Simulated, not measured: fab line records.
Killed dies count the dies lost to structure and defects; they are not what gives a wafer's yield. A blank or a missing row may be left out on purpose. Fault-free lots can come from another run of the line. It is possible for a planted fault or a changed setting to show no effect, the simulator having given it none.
One fault seen from 2 desks -- flow gf180mcu -- what lay behind the numbers comes last; until then each desk has only its own

TOOL OWNER'S DESK, implanter-04
The tool's own readings at GF_HV_LDD_IMPLANT_48: means of the sampled wafers that have a number, for each lot that ran on this tool. The brackets show how far a lot's mean lies from the usual mean; more than 4 standard deviations puts the lot out of limits, marked OUT.
Columns: A = doseIonsCm2 at GF_HV_LDD_IMPLANT_48, usual 3e+13; B = faradayCurrentUA at GF_HV_LDD_IMPLANT_48, usual 169
lot,first seen here,A,B
L793,day 12 21:52,3e+13,167
L804,day 16 16:37,2e+13 (-99 or more) OUT,105 (-18) OUT
L805,day 17 01:44,2e+13 (-99 or more) OUT,104 (-18) OUT
L813,day 19 19:46,3e+13,169
This desk's verdict: out of limits on L804, L805, starting with L804 at day 16 16:37 (doseIonsCm2 at GF_HV_LDD_IMPLANT_48). L793, L813 stayed within limits.

THE METROLOGY DESK
Lot by lot, what the gauges showed, no matter which tool ran the lot: averages of those sampled wafers that carry a number. The brackets show how far a lot's mean lies from the usual mean; more than 4 standard deviations puts the lot out of limits, marked OUT.
Columns: A = HV_LDD_4_TW at GF_HV_LDD_TW_MEAS_50, usual 568.1; B = NSD_OVL at GF_NSD_OVL_MEAS_08, usual -1.2 nm
lot,first seen here,A,B
L792,day 12 17:59,570.8,-0.9
L793,day 12 22:06,570.4,-1.9
L799,day 15 01:55,566.7,-0.6
L804,day 16 16:51,486.1 (-33) OUT,-0.5
L805,day 17 01:58,490.8 (-31) OUT,-0.1
L807,day 17 19:40,565.9,-2.2
L808,day 18 11:28,570.9,-0.9
L811,day 19 08:26,569.6,0.1
L812,day 19 19:48,571.1,-4.1
L813,day 19 19:59,568.8,-1.7
L814,day 20 07:32,572.4,-1.0
L815,day 20 18:14,568.6,-1.8
Finding of this desk: L804, L805 out of limits, first seen on L804 at day 16 16:51 (HV_LDD_4_TW at GF_HV_LDD_TW_MEAS_50). L792, L793, L799, L807, L808, L811, L812, L813, L814, L815 stayed within limits.

ALL TOGETHER
The tool owner's desk could have raised an alarm at day 16 16:37, on L804, L805.
An alarm was possible from the metrology desk at day 16 16:51, on L804, L805.
Every lot named ran GF_HV_LDD_IMPLANT_48 on implanter-04.

WHAT HAD BEEN PUT IN BY THE SIMULATOR
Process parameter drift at GF_HV_LDD_IMPLANT_48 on implanter-04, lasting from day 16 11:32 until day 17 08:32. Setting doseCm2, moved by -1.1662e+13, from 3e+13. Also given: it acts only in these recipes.
Struck lots among those shown: L804, L805.
Hours from the fault's start to each desk's first reading out of limits: the tool owner's desk, 5; the metrology desk, 5.
